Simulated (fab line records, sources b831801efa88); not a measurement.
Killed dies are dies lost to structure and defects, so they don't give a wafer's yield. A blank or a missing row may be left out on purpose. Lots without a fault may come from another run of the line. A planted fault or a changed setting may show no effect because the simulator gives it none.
fab line records | flow sky130
record lots=15 wafers=45 last_day=50
route steps=708 shown VIA1@461 METAL2@483
lots that met no fault: from a run of the same line without faults
start_h: hours from the record's first day to the start of the lot's first wafer shown | wait_h: hours since the lot's step before | " the same as in the row above | L1.1+2: a row that stands for several wafers | - no value, or no start given | * or withheld: withheld | < > ~ a bound
route shown NAME@n: a module of which the file shows steps, and the number in the route of the first | usual: mean/standard deviation of fault-free wafers | same: alike in all rows | chamber/n: place in a boat | sites: the reading at each site | _std_site: their standard deviation | _edge_site: outer sites' mean less inner sites' | radius_mm: how far each site lies from the wafer's centre | mask NAME#n: copy n | behind: the tool/chamber that last shaped the wafer | hold: why the lot was held/for how many hours/how that ended | device: the transistor (n, p or np) that didn't switch | end of line: the same wafers' tests at the end of the route | a step without rows: its recipe alone | killed: dies lost to structure and defects at the first sort, not the wafer's yield | map: a wafer's dies, x killed, . not, _ none there
set.NAME: the setting as run; set.NAME@STEP: as run at that earlier step | model.NAME: the simulator's own value behind a step, which no gauge read
steps of the route over a sample of lots; a table a step, a row a wafer
services: from which hour (start_h, from the record's first day; less than 0 if before it) a tool's chamber was out of use, for how many hours, and why
## steps
# step SKY_VIA1_BOW_MEAS_03
# recipe mode=bow
# usual VIA1_BOW=80/7.8
# columns lot.wafer tool chamber start_h wait_h VIA1_BOW[um]
L107.1 film_metro-02 - 783.05 0.2 74
L107.3 " - " " 86
L107.4 " - " " 86
L108.1 film_metro-02 - 790.33 0.1 68
L108.2 " - " " 83
L108.6 " - " " 89
L110.2 film_metro-01 - 808.74 0.2 65
L110.4 " - " " 82
L110.6 " - " " 72
L112.2 film_metro-03 - 821.80 0.2 75
L112.3 " - " " 82
L112.6 " - " " 79
L113.1 film_metro-03 - 826.68 0.2 74
L113.3 " - " " 80
L113.5 " - " " 72
L114.1 film_metro-02 - 837.60 0.2 77
L114.2 " - " " 91
L114.3 " - " " 78
L115.1 film_metro-02 - 845.20 0.1 73
L115.2 " - " " 78
L115.4 " - " " 70
L116.2 film_metro-03 - 860.69 0.1 71
L116.5 " - " " 65
L116.6 " - " " 60
L117.2 film_metro-02 - 861.07 0.2 89
L117.3 " - " " 85
L117.6 " - " " 86
L118.2 film_metro-03 - 868.30 0.3 90
L118.4 " - " " 90
L118.5 " - " " 85
L119.4 film_metro-02 - 877.89 0.3 66
L119.5 " - " " 82
L119.6 " - " " 76
L120.2 film_metro-01 - 881.98 0.3 83
L120.3 " - " " 76
L120.6 " - " " 83
L124.1 film_metro-01 - 906.85 0.1 84
L124.5 " - " " 78
L124.6 " - " " 84
L127.2 film_metro-01 - 925.76 0.1 84
L127.3 " - " " 74
L127.4 " - " " 76
L128.2 film_metro-03 - 933.24 0.2 96
L128.3 " - " " 87
L128.4 " - " " 81
# step SKY_VIA1_SPUTTER_20
# recipe material=TiN target_thk_nm=20 chamber_pressure_pa=5 power_w=4000 time_s=80
# usual cathode_dc_power_W=3999.9/0.82 chamber_pressure_pa=4.999/0.011 throttle_valve_pct=30.2/0.98
# columns lot.wafer tool chamber start_h wait_h cathode_dc_power_W chamber_pressure_pa throttle_valve_pct
L107.1 pvd_sputter-01 - 810.76 0.0 3999.9 4.979 29.5
L107.3 " - " " 4000.5 5.007 30.3
L107.4 " - " " 4000.7 5.020 30.9
L108.1 pvd_sputter-01 - 817.61 0.0 4000.3 5.000 29.7
L108.2 " - " " 3998.7 5.010 30.4
L108.6 " - " " 3999.9 5.004 29.7
L110.2 pvd_sputter-01 - 836.44 0.0 4000.6 5.021 29.6
L110.4 " - " " 3998.9 4.997 30.3
L110.6 " - " " 4000.0 5.012 28.7
L112.2 pvd_sputter-04 - 849.31 0.0 3998.6 4.996 30.1
L112.3 " - " " 4001.9 5.009 30.4
L112.6 " - " " 3999.2 4.989 29.7
L113.1 pvd_sputter-03 - 853.84 0.0 4000.4 4.989 29.9
L113.3 " - " " 3999.9 5.014 31.8
L113.5 " - " " 4000.2 4.996 32.4
L114.1 pvd_sputter-03 - 864.77 0.0 3998.9 5.012 32.1
L114.2 " - " " 3998.9 5.006 30.3
L114.3 " - " " 4000.4 4.993 28.8
L115.1 pvd_sputter-01 - 871.66 0.0 3999.2 4.979 29.0
L115.2 " - " " 4000.4 4.993 31.0
L115.4 " - " " 4000.8 4.992 29.9
L116.2 pvd_sputter-01 - 888.01 0.0 4000.8 4.995 30.2
L116.5 " - " " 4000.3 5.014 29.8
L116.6 " - " " 4000.4 4.997 31.3
L117.2 pvd_sputter-03 - 888.36 0.0 4001.1 4.984 32.1
L117.3 " - " " 4000.1 5.005 30.2
L117.6 " - " " 3999.1 4.994 31.7
L118.2 pvd_sputter-04 - 895.39 0.0 4000.8 4.989 30.9
L118.4 " - " " 4000.0 4.984 29.8
L118.5 " - " " 4000.4 4.998 29.8
L119.4 pvd_sputter-03 - 904.36 0.0 3999.9 5.013 31.9
L119.5 " - " " 4000.8 4.999 32.0
L119.6 " - " " 4000.1 5.010 29.2
L120.2 pvd_sputter-03 - 908.27 0.0 3998.4 5.007 31.8
L120.3 " - " " 3999.9 5.015 30.2
L120.6 " - " " 3999.6 4.999 30.3
L124.1 pvd_sputter-01 - 932.91 0.0 3999.9 4.988 30.3
L124.5 " - " " 4000.5 4.984 30.2
L124.6 " - " " 4001.1 5.010 29.0
L127.2 pvd_sputter-04 - 950.85 0.0 4000.6 4.994 29.5
L127.3 " - " " 4000.2 4.994 29.7
L127.4 " - " " 4001.5 4.992 30.2
L128.2 pvd_sputter-04 - 958.15 0.0 4000.6 5.004 29.6
L128.3 " - " " 4000.4 5.006 30.6
L128.4 " - " " 3999.7 5.009 30.1
# step SKY_METAL2_SPUTTER_00
# recipe material=Ti target_thk_nm=15 power_w=3000 time_s=10 chamber_pressure_pa=0.4
# usual cathode_dc_power_W=3000.0/0.52 chamber_pressure_pa=0.3999/0.00091 throttle_valve_pct=30.5/0.91
# columns lot.wafer tool chamber start_h wait_h cathode_dc_power_W chamber_pressure_pa throttle_valve_pct
L107.1 pvd_sputter-03 - 811.39 0.2 2999.7 0.4005 31.9
L107.3 " - " " 3000.9 0.3990 28.8
L107.4 " - " " 2999.6 0.4010 30.1
L108.1 pvd_sputter-03 - 818.24 0.1 2999.7 0.3992 29.0
L108.2 " - " " 2999.6 0.4006 30.2
L108.6 " - " " 3000.5 0.3993 31.9
L110.2 pvd_sputter-02 - 837.07 0.2 2999.3 0.4010 30.5
L110.4 " - " " 3000.3 0.4009 31.3
L110.6 " - " " 3000.7 0.4012 30.5
L112.2 pvd_sputter-03 - 849.94 0.2 3000.3 0.4000 30.2
L112.3 " - " " 3000.5 0.3992 29.1
L112.6 " - " " 3001.1 0.4006 30.3
L113.1 pvd_sputter-04 - 854.47 0.2 2999.0 0.3990 30.5
L113.3 " - " " 3000.1 0.4001 30.2
L113.5 " - " " 3000.4 0.3999 29.7
L114.1 pvd_sputter-02 - 865.40 0.1 3000.3 0.3990 30.2
L114.2 " - " " 2999.9 0.4000 30.4
L114.3 " - " " 2999.9 0.4000 30.0
L115.1 pvd_sputter-03 - 872.29 0.2 3000.1 0.3998 32.0
L115.2 " - " " 3000.2 0.4009 29.1
L115.4 " - " " 3000.8 0.4006 30.2
L116.2 pvd_sputter-02 - 888.64 0.1 2999.6 0.4016 29.9
L116.5 " - " " 2999.5 0.3994 31.1
L116.6 " - " " 3000.1 0.3989 30.6
L117.2 pvd_sputter-04 - 888.99 0.2 3000.7 0.3998 30.9
L117.3 " - " " 2999.1 0.4002 29.5
L117.6 " - " " 3000.4 0.3992 29.6
L118.2 pvd_sputter-02 - 896.02 0.2 - - -
L118.4 " - " " - - -
L118.5 " - " " - - -
L119.4 pvd_sputter-04 - 904.99 0.2 - - -
L119.5 " - " " - - -
L119.6 " - " " - - -
L120.2 pvd_sputter-04 - 908.90 0.2 - - -
L120.3 " - " " - - -
L120.6 " - " " - - -
L124.1 pvd_sputter-02 - 933.54 0.1 2999.7 0.4009 30.4
L124.5 " - " " 2999.6 0.3999 30.4
L124.6 " - " " 2999.4 0.3993 30.2
L127.2 pvd_sputter-03 - 951.48 0.1 3000.2 0.3996 32.1
L127.3 " - " " 3000.6 0.4003 30.1
L127.4 " - " " 3000.2 0.3997 31.7
L128.2 pvd_sputter-02 - 958.78 0.2 3000.5 0.3999 30.1
L128.3 " - " " 2999.4 0.4007 30.2
L128.4 " - " " 3000.6 0.3987 30.1
# step SKY_METAL2_DESCUM_17
# recipe chemistry=O2 source_power_w=150 bias_power_w=0 pressure_mtorr=10 temp_c=40 time_s=8
# usual drypump_motor_current_A=5.7/0.5 oes_product_au=1.001/0.0079
# columns lot.wafer tool chamber start_h wait_h drypump_motor_current_A oes_product_au rf_hours_counter_h
L107.1 rie_metal-01 1 838.19 0.0 5.1 1.003 5
L107.3 " 1 " " 5.1 1.007 -
L107.4 " 0 " " 6.2 1.010 -
L108.1 rie_metal-01 0 845.18 0.0 6.2 0.991 14
L108.2 " 1 " " 5.1 0.991 6
L108.6 " 0 " " 6.2 0.993 -
L110.2 rie_metal-02 1 863.56 0.0 6.3 0.997 -
L110.4 " 1 " " 6.3 0.999 -
L110.6 " 1 " " 6.3 1.007 -
L112.2 rie_metal-01 0 876.80 0.0 6.2 1.005 16
L112.3 " 0 " " 6.2 0.994 -
L112.6 " 0 " " 6.2 0.992 -
L113.1 rie_metal-03 0 881.25 0.0 4.9 1.007 12
L113.3 " 0 " " 4.9 1.007 -
L113.5 " 1 " " 5.5 0.994 -
L114.1 rie_metal-02 1 891.08 0.0 6.3 0.987 10
L114.2 " 0 " " 5.8 0.996 13
L114.3 " 1 " " 6.2 1.002 -
L115.1 rie_metal-02 0 898.28 0.0 5.8 1.005 14
L115.2 " 1 " " 6.2 1.005 10
L115.4 " 1 " " 6.2 1.004 -
L116.2 rie_metal-02 0 914.84 0.0 5.8 1.010 -
L116.5 " 0 " " 5.8 1.019 -
L116.6 " 0 " " 5.8 1.013 -
L117.2 rie_metal-01 0 914.95 0.0 6.2 0.998 17
L117.3 " 0 " " 6.2 0.989 -
L117.6 " 1 " " 5.1 0.988 -
L118.2 rie_metal-02 0 921.08 0.0 5.8 1.016 15
L118.4 " 1 " " 6.2 0.995 -
L118.5 " 1 " " 6.3 1.000 -
L119.4 rie_metal-03 0 928.54 0.0 4.9 1.009 -
L119.5 " 1 " " 5.5 0.997 -
L119.6 " 0 " " 4.9 1.013 -
L120.2 rie_metal-01 1 934.10 0.0 5.1 0.999 10
L120.3 " 1 " " 5.1 0.998 -
L120.6 " 0 " " 6.2 0.996 -
L124.1 rie_metal-03 1 958.05 0.0 5.5 1.006 4
L124.5 " 1 " " 5.5 1.009 -
L124.6 " 0 " " 4.9 1.012 -
L127.2 rie_metal-03 1 975.58 0.0 5.5 0.981 5
L127.3 " 1 " " 5.5 1.006 -
L127.4 " 0 " " 4.9 1.013 -
L128.2 rie_metal-02 0 983.53 0.0 5.8 1.009 19
L128.3 " 1 " " 6.2 1.003 -
L128.4 " 0 " " 5.8 1.001 -
## services
# columns tool chamber start_h hours kind
pvd_sputter-01 - 804.35 1.4 repair
pvd_sputter-01 - 822.77 1.2 repair
rie_metal-03 1 837.73 7.1 repair
rie_metal-03 1 844.84 - clean
rie_metal-03 1 844.84 16.2 scheduled_down
rie_metal-03 1 844.84 16.2 vent_cycle
rie_metal-02 1 857.43 2.4 repair
rie_metal-02 0 862.28 19.8 repair
pvd_sputter-02 - 871.06 7.5 repair
rie_metal-02 1 901.18 13.8 repair
pvd_sputter-04 - 929.41 5.0 repair
pvd_sputter-02 - 934.72 4.6 repair
pvd_sputter-03 - 938.87 11.2 repair
rie_metal-03 - 939.76 9.0 repair
rie_metal-01 - 944.82 4.3 pm
rie_metal-01 - 970.23 0.5 repair
## key
first_sign step=SKY_METAL2_SPUTTER_00 reading=tool_record direction=missing
effect none on later readings
met_at SKY_METAL2_SPUTTER_00
struck_lots L118,L119,L120
later_rows_left_out L118.2,L118.4,L118.5,L119.4,L119.5,L119.6,L120.2,L120.3,L120.6
sort_left_out L118.2,L118.4,L118.5,L119.4,L119.5,L119.6,L120.2,L120.3,L120.6
not_acting_at SKY_VIA1_BOW_MEAS_03,SKY_VIA1_SPUTTER_20,SKY_METAL2_DESCUM_17
onset_between 888.99 896.02
fault kind=skipped_step_whole tool=pvd_sputter-02,pvd_sputter-04 chamber=- onset_h=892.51 steps=SKY_METAL2_SPUTTER_00 scope=struck_lots_only
# sort_left_out: the simulated sort isn't trusted on such a fault, so these wafers' sort isn't shown, and their yield isn't known
# later_rows_left_out: the simulator's readings of these wafers behind a module that went badly wrong aren't trusted and aren't shown, but for the sort
